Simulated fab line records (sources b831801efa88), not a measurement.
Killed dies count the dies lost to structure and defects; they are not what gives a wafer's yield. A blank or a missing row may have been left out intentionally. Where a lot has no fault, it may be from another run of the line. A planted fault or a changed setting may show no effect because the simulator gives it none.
Problem report in the 8D (eight disciplines) form, filled by code	flow sky130	the parts of the form that need people (team, actions taken, sign-off) are left out

1. THE PROBLEM
METAL2_ALCU_RS at SKY_METAL2_RS_MEAS_05 reads a mean of 0.0645 ohm/sq on 3 wafers of 2 lots; wafers without a fault read 0.1269 ohm/sq with a standard deviation of 0.0022. That puts it -28 standard deviations away from the usual mean.
The step: measures by four-point-probe.
First observed at day 36 09:55: wafer L825.3, on film metro-04. Wafers with a number at this step in the record: 42, from 14 lots. The rule behind "out" and "out of limits": a value lying over 4 standard deviations away from the usual mean. The rest of the wafers with a number are treated as sound.

2. WHAT IT IS, AND WHAT IT ISN'T
question	is	is not
which readings at this step	METAL2_ALCU_RS	-
which lots	L825, L828	L818, L819, L820, L821, L823, L824, L827, L835, L836, L837, L839, L840
which wafers of those lots	L825.3, L825.6, L828.3	L825.2, L828.4, L828.5
read on which gauges	film metro-04	film metro-01, film metro-03
when	from day 36 09:55	up to then (19 sound wafers); but 20 sound wafers of L827, L828, L835, L836, L837, L839, L840 came after

3. WHAT RULES OUT EACH SUSPECT
Counting: a tool at a process step up to the reading stays a suspect if it ran every lot that is out. Sound lots after the first of them don't rule it out here, since some wafers of a struck lot are sound.
- the gauge at SKY_METAL2_RS_MEAS_05 is ruled out. All the wafers that are out were read on film metro-04, but those of them that SKY_METAL2_METAL_ETCH_19 has rows for are out there too, on other tools.
- cmp-02 at SKY_VIA1_CMP_02 (polishes SiO2): kept. Every lot that is out went through it, the first being L825 (day 35 07:05); the last sound lot it ran before that was L823 (day 34 23:20).
- pvd sputter-04 at SKY_METAL2_SPUTTER_02 (material AlCu, target thk 250 nm, time 13.3 s): kept. Every lot that is out went through it, the first being L825 (day 36 09:48); the last sound lot it ran before that was L823 (day 36 03:02).
- Within cmp-02 at SKY_VIA1_CMP_02: the wafers that are out ran in chambers 1, 2, 3; their sound lot-mates ran in chamber 0.
The count leaves pvd sputter-04 at SKY_METAL2_SPUTTER_02 and cmp-02 at SKY_VIA1_CMP_02.

4. THE CAUSE (what the simulator had put in)
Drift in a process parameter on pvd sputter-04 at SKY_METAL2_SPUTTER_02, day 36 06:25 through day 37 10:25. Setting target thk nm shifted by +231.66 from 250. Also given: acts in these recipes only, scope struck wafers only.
Of the 2 suspects that counting leaves, this tool is one.

5. THE CHAIN OF EFFECTS, in route order
Rows list readings where the struck wafers' mean (over those with a number) sits beyond 3 standard deviations from the usual. Only readings for which the record gives a usual standard deviation are gone through. hours: the time from each lot's start at the first step in this table that gives one to its start at this step, as a median over the lots. sigmas: the change in usual standard deviations.
hours	step	reading	usual	on struck wafers	change	sigmas
0	SKY_METAL2_RS_MEAS_05	METAL2_ALCU_RS	0.1269 ohm/sq	0.0645	-0.0624	-28
0	SKY_METAL2_THK_MEAS_06	METAL2_ALCU_THK	258 nm	500	+242	+55
26	SKY_METAL2_METAL_ETCH_19	oes product au	0.854 a.u.	0.996	+0.142	+19
The process steps in it:
- SKY_METAL2_METAL_ETCH_19: etches the open film in Cl2/BCl3, stops on SiO2, target depth 360 nm, time 78 s.
At these later measuring or inspecting steps, every struck wafer for which the step has a row has a number for every such reading, and none has moved that far: SKY_METAL2_OVL_MEAS_16.

6. WHAT WOULD HAVE CAUGHT IT SOONER
Counted from the fault's start at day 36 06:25, it took 4 hours until the first out-of-limits reading at a measuring or inspecting step in this record, taken at day 36 09:55.
No tool reading at SKY_METAL2_SPUTTER_02 that has a usual standard deviation in the record was out on any struck wafer, so an alarm limit of 4 standard deviations on those readings would not have fired.
Among the 2 lots that are out, L828 began SKY_METAL2_SPUTTER_02 on pvd sputter-04 after day 36 09:55. It would have been spared by a hold on the tool at that moment.
